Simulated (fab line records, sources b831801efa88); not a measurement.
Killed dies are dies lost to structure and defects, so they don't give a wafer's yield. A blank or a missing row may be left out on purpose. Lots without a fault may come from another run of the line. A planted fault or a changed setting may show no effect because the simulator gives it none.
Which tool did it? | flow sfq_line | 7 lots, 20 wafers sampled, at 4 steps of a route of 325

WHAT THE GAUGES READ, wafer by wafer
SFQ_M8_BOW_MEAS_951.
lot  | measured     | on            | M8_BOW (um)
L660 | day 69 18:23 | film_metro-02 | 6 8 4
L662 | day 72 19:26 | film_metro-04 | 17 26 33
L666 | day 73 03:54 | film_metro-03 | 16 11 10
L668 | day 73 07:30 | film_metro-04 | 6 12 23
L676 | day 74 09:41 | film_metro-04 | 22 14
L679 | day 76 04:39 | film_metro-02 | -2 -2 0
L681 | day 76 09:27 | film_metro-04 | 5 10 2

WHICH TOOL RAN EACH LOT (tool, then ch and the chambers of the sampled wafers, then the start)
lot  | SFQ_TRILAYER_L0_CAP_PECVD_011  | SFQ_TRILAYER_I0_DEP_PECVD_027  | SFQ_TRILAYER_M7_BARC_OPEN_METAL_ETCH_229
L660 | pecvd-02 ch 0,1,2, day 3 19:30 | pecvd-04 ch 0,1,2, day 7 15:05 | rie_metal-01 ch 0,1, day 64 12:52
L662 | pecvd-04 ch 0,1,2, day 4 06:18 | pecvd-04 ch 0,1,2, day 8 00:31 | rie_metal-02 ch 0,1, day 65 16:28
L666 | pecvd-04 ch 0,1,2, day 5 05:12 | pecvd-04 ch 1,2, day 9 06:07   | rie_metal-01 ch 0,1, day 66 12:52
L668 | pecvd-04 ch 0,1,2, day 5 18:24 | pecvd-03 ch 0,2, day 10 07:19  | rie_metal-04 ch 0,1, day 66 19:59
L676 | pecvd-02 ch 1,2, day 7 08:49   | pecvd-04 ch 0,2, day 12 11:04  | rie_metal-01 ch 0, day 67 16:35
L679 | pecvd-03 ch 0,2, day 7 22:00   | pecvd-04 ch 0,1, day 13 07:41  | rie_metal-02 ch 0,1, day 72 01:41
L681 | pecvd-03 ch 0,1,2, day 8 09:04 | pecvd-01 ch 1,2, day 13 19:52  | rie_metal-02 ch 0,1, day 72 14:44
- SFQ_TRILAYER_L0_CAP_PECVD_011: deposits SiO2 from SiH4/N2O, time 13.333 s, target thk 60 nm.
- SFQ_TRILAYER_I0_DEP_PECVD_027: deposits SiO2 from SiH4/N2O, time 111.11 s, target thk 500 nm.
- SFQ_TRILAYER_M7_BARC_OPEN_METAL_ETCH_229: etches BARC in O2, target depth 125 nm, time 41.7 s.

THE ANSWER, worked out from the rows above alone
Rule: what is usual is taken from the lots themselves. Put in order of their means at a reading, lots are off if they are a third of the lots or fewer, leave a main group of 4 or more, and stand apart from it by a gap of 3 or more times the standard deviation of the main group's means; of several such gaps the widest counts. A main group whose means are all the same, to the digits that the tables above print for the reading, isn't used. A lot without any number at a reading at which 4 lots or more have one is off too. The other lots that the step has rows for count as sound.
No lot is off at any reading shown: from this, nothing can be told.

WHAT THE SIMULATOR HAD PUT IN
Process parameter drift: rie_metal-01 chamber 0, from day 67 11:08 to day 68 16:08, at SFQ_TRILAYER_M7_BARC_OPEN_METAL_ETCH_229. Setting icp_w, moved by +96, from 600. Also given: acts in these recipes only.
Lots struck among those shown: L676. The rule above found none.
